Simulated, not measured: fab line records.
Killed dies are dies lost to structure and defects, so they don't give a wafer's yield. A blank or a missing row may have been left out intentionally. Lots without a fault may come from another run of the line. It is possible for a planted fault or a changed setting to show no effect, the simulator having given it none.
The same fault as seen by 2 desks    flow gf180mcu    numbers are kept per desk, each desk with only its own; the story behind them comes last

## TOOL OWNER'S DESK, pvd-sputter-02
The tool's own readings at GF_M2_SPUTTER_02 (material AlCu, target thk 450 nm, time 23.9 s): means of the sampled wafers that have a number, for each lot that ran on this tool. The brackets show how far a lot's mean lies from the usual mean; more than 4 standard deviations puts the lot out of limits, marked OUT.
Columns: A = throttle-valve-pct at GF_M2_SPUTTER_02, usual 30.1 %
lot   first seen here  A
L755  day 18 13:19     30.4
L772  day 24 14:48     30.7
Result from this desk: across the 2 lots, nothing is out of limits.

## AT THE METROLOGY DESK
Lot by lot, what the gauges showed, no matter which tool ran the lot: averages of those sampled wafers that carry a number. The brackets show how far a lot's mean lies from the usual mean; more than 4 standard deviations puts the lot out of limits, marked OUT.
Columns: A = V1_W_RS at GF_V1_RS_MEAS_24, usual 0.330 ohm/sq; B = V1_W_THK at GF_V1_THK_MEAS_25, usual 350 nm
lot   first seen here  A      B
L755  day 18 12:42     0.328  357
L758  day 19 09:25     0.332  348
L762  day 21 05:13     0.324  360
L772  day 24 14:11     0.333  348
L777  day 26 05:13     0.334  339
Result from this desk: across the 5 lots, nothing is out of limits.

## BROUGHT TOGETHER
Nothing out of limits was seen by the tool owner's desk.
At the metrology desk, nothing out of limits was observed.

## WHAT WAS PUT IN BY THE SIMULATOR
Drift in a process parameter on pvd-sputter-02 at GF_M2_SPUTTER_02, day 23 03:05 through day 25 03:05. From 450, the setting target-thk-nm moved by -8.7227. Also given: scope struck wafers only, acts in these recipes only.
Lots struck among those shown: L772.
